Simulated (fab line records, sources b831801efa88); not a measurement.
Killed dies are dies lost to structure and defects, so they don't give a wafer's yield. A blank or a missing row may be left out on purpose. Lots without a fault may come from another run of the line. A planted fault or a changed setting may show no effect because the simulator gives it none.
Which tool did it? | flow gf180mcu | 6 lots, 18 wafers sampled, at 2 steps of a route of 602

WHAT THE GAUGES READ, wafer by wafer
GF_HV_LDD_TW_MEAS_11.
lot  | measured     | on            | HV_LDD_TW
L459 | day 10 07:01 | film_metro-01 | 2394 2399 2402
L461 | day 10 21:55 | film_metro-01 | 2395 2388 2388
L464 | day 11 22:31 | film_metro-01 | 2285 2265 2263
L468 | day 13 06:55 | film_metro-01 | 2376 2383 2382
L475 | day 15 06:16 | film_metro-02 | 2402 2413 2423
L479 | day 16 11:50 | film_metro-02 | 2411 2410 2431

WHICH TOOL RAN EACH LOT (tool, then ch and the chambers of the sampled wafers, then the start)
lot  | GF_HV_LDD_IMPLANT_09
L459 | implanter-04 ch 0, day 10 06:46
L461 | implanter-01 ch 0, day 10 21:41
L464 | implanter-01 ch 0, day 11 22:17
L468 | implanter-02 ch 0, day 13 06:40
L475 | implanter-04 ch 0, day 15 06:02
L479 | implanter-04 ch 0, day 16 11:34
- GF_HV_LDD_IMPLANT_09

THE ANSWER, worked out from the rows above alone
Rule: what is usual is taken from the lots themselves. Put in order of their means at a reading, lots are off if they are a third of the lots or fewer, leave a main group of 4 or more, and stand apart from it by a gap of 3 or more times the standard deviation of the main group's means; of several such gaps the widest counts. A main group whose means are all the same, to the digits that the tables above print for the reading, isn't used. A lot without any number at a reading at which 4 lots or more have one is off too. The other lots that the step has rows for count as sound.
Off: L464, at GF_HV_LDD_TW_MEAS_11 (HV_LDD_TW). The main group: mean 2400, standard deviation 14.
A tool fits if, at a process step before that reading, it ran every lot that is off, and no sound lot after the first of them. The gauges at GF_HV_LDD_TW_MEAS_11 are tried like those tools. One fits: implanter-01 at GF_HV_LDD_IMPLANT_09. Its last sound lot is L461 (day 10 21:41), its first lot that is off L464 (day 11 22:17): a fault that began between those two fits.

WHAT THE SIMULATOR HAD PUT IN
Process parameter drift: implanter-01, from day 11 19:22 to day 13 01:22, at GF_HV_LDD_IMPLANT_09. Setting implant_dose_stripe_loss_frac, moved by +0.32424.
Lots struck among those shown: L464. The rule above found the same.
